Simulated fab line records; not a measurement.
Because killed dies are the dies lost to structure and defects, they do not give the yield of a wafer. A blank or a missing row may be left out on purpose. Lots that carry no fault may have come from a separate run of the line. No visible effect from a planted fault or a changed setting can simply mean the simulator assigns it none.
Which tool was responsible?    flow gf180mcu    Sampling: 12 lots, 36 wafers, 5 of 602 route steps

## WHAT EACH GAUGE READ, for each wafer
GF_SALICIDE_THK_MEAS_05: measures by xrf. Usual: SALICIDE_TIN_THK gives 20.00 nm (standard deviation 0.22).
lot   measured      on             SALICIDE_TIN_THK (nm)  flag
L803  day 15 03:41  film metro-03  20.19 20.04 19.87      
L804  day 15 08:08  film metro-01  19.50 19.72 19.64      
L809  day 17 14:23  film metro-04  19.78 19.87 19.64      
L810  day 18 12:32  film metro-04  19.80 20.02 20.32      
L811  day 18 23:25  film metro-01  19.86 19.72 19.95      
L816  day 20 08:32  film metro-01  19.94 19.74 19.83      
L815  day 20 10:28  film metro-01  19.89 19.99 19.88      
L821  day 21 23:04  film metro-04  20.51 20.30 20.67      
L822  day 22 05:10  film metro-01  19.66 19.83 19.77      
L823  day 22 09:08  film metro-03  20.34 20.09 20.10      
L824  day 22 15:17  film metro-01  20.00 20.15 19.67      
L825  day 23 00:32  film metro-04  19.88 19.87 19.74      

GF_CONTACT_THK_MEAS_01. Usual: CONTACT_CVD_00_THK gives 298 nm (standard deviation 3.2).
lot   measured      on             CONTACT_CVD_00_THK (nm)  flag
L803  day 15 04:04  film metro-03  291 298 297              
L804  day 15 08:32  film metro-02  299 297 296              
L809  day 17 14:47  film metro-03  297 296 297              
L810  day 18 12:55  film metro-03  299 298 299              
L811  day 18 23:49  film metro-01  305 296 299              
L816  day 20 09:02  film metro-02  298 294 298              
L815  day 20 10:58  film metro-01  292 303 299              
L821  day 21 23:28  film metro-01  302 300 300              
L822  day 22 05:34  film metro-01  292 293 298              
L823  day 22 09:32  film metro-02  301 298 302              
L824  day 22 15:40  film metro-02  293 293 290              
L825  day 23 00:57  film metro-01  299 296 293              

GF_CONTACT_RS_MEAS_25: the measuring method here is four-point-probe. Usual: CONTACT_W_RS gives 0.384 ohm/sq (standard deviation 0.0042).
lot   measured      on             CONTACT_W_RS (ohm/sq)  flag
L803  day 16 03:13  film metro-03  0.387 0.383 0.390      
L804  day 16 08:19  film metro-03  0.384 0.390 0.389      
L809  day 18 15:38  film metro-02  0.387 0.388 0.392      
L810  day 19 15:20  film metro-03  0.386 0.385 0.380      
L811  day 20 01:35  film metro-03  0.379 0.384 0.378      
L816  day 21 11:37  film metro-03  0.387 0.387 0.382      
L815  day 21 12:45  film metro-03  0.387 0.389 0.381      
L821  day 23 00:37  film metro-02  0.377 0.378 0.376      
L822  day 23 06:01  film metro-02  0.385 0.386 0.381      
L823  day 23 09:46  film metro-01  0.384 0.376 0.386      
L824  day 23 16:05  film metro-03  0.379 0.383 0.382      
L825  day 24 01:07  film metro-02  0.382 0.381 0.378      

GF_M1_RS_MEAS_05: the measuring method here is four-point-probe. Usual: M1_ALCU_RS gives 0.0696 ohm/sq (standard deviation 0.00074).
lot   measured      on             M1_ALCU_RS (ohm/sq)                        flag
L803  day 16 04:15  film metro-04  0.0696 0.0701 0.0703                       
L804  day 16 09:04  film metro-02  0.0694 0.0700 0.0699                       
L809  day 18 16:22  film metro-04  0.0693 0.0710 0.0695 0.0693 0.0709 0.0695  
L810  day 19 16:02  film metro-03  0.0702 0.0706 0.0714 0.0703 0.0708 0.0712  
L811  day 20 02:17  film metro-03  0.0678 0.0686 0.0685 0.0678 0.0684 0.0685  
L816  day 21 12:19  film metro-03  0.0701 0.0695 0.0700                       
L815  day 21 13:27  film metro-04  0.0690 0.0704 0.0695                       
L821  day 23 01:19  film metro-04  0.0695 0.0697 0.0697                       
L822  day 23 06:43  film metro-04  0.0689 0.0697 0.0690                       
L823  day 23 10:28  film metro-03  0.0703 0.0686 0.0685                       
L824  day 23 16:49  film metro-04  0.0702 0.0711 0.0700                       
L825  day 24 01:49  film metro-04  0.0703 0.0690 0.0690                       

## WHICH TOOL RAN EACH LOT (tool, then ch and the chambers of the sampled wafers, then the start)
lot   GF_M1_SPUTTER_01
L803  pvd sputter-01, day 16 04:05
L804  pvd sputter-01, day 16 08:54
L809  pvd sputter-03, day 18 16:13
L810  pvd sputter-01, day 19 15:55
L811  pvd sputter-04, day 20 02:08
L816  pvd sputter-01, day 21 12:12
L815  pvd sputter-03, day 21 13:19
L821  pvd sputter-01, day 23 01:12
L822  pvd sputter-04, day 23 06:36
L823  pvd sputter-04, day 23 10:21
L824  pvd sputter-01, day 23 16:40
L825  pvd sputter-04, day 24 01:41
- GF_M1_SPUTTER_01: material TiN, target thk 30 nm, time 25 s.

## WHAT THE TOOLS THEMSELVES READ (means of the sampled wafers that have a number; where no wafer has one, the mark that the record gives instead)
GF_M1_SPUTTER_01. Usual: cathode dc power W 6500.1 W, standard deviation 1.2; chamber pressure pa 0.4001 Pa, standard deviation 0.00074; throttle valve pct 30.1 %, standard deviation 1.1.
lot   tool            cathode dc power W (W)  chamber pressure pa (Pa)  throttle valve pct (%)  flag
L803  pvd sputter-01  6499.9                  0.4001                    29.5                    
L804  pvd sputter-01  6500.3                  0.3999                    29.3                    
L809  pvd sputter-03  -                       -                         -                       OFF
L810  pvd sputter-01  -                       -                         -                       OFF
L811  pvd sputter-04  -                       -                         -                       OFF
L816  pvd sputter-01  6499.9                  0.4000                    29.4                    
L815  pvd sputter-03  6498.8                  0.4002                    29.7                    
L821  pvd sputter-01  6500.7                  0.4005                    30.2                    
L822  pvd sputter-04  6499.2                  0.4000                    30.1                    
L823  pvd sputter-04  6500.3                  0.3999                    30.1                    
L824  pvd sputter-01  6500.5                  0.3998                    29.7                    
L825  pvd sputter-04  6501.0                  0.3998                    30.5                    

## THE ANSWER, worked out from the rows above alone
Rule: a lot is off if the mean of its wafers that have a number lies more than 3 standard deviations from the usual mean. Also off: a lot with no number at a reading for which 4 or more lots have one. Any other lot the step has rows for is counted as sound. Order of review: gauges by route order, followed by the tools' own readings, for which a lot's mean as printed above is used. At the first step where some lot is off, the reading lying furthest off is the one used; lots without a number count as furthest.
Off: L809, L810, L811, at GF_M1_SPUTTER_01 (cathode dc power W). Without a number there: L809, L810, L811.
If a tool, at that step or one of the process steps before it, ran each lot that is off and ran no sound lot following the first of them, it fits. None of those tried fits.

## WHAT THE SIMULATOR PUT IN
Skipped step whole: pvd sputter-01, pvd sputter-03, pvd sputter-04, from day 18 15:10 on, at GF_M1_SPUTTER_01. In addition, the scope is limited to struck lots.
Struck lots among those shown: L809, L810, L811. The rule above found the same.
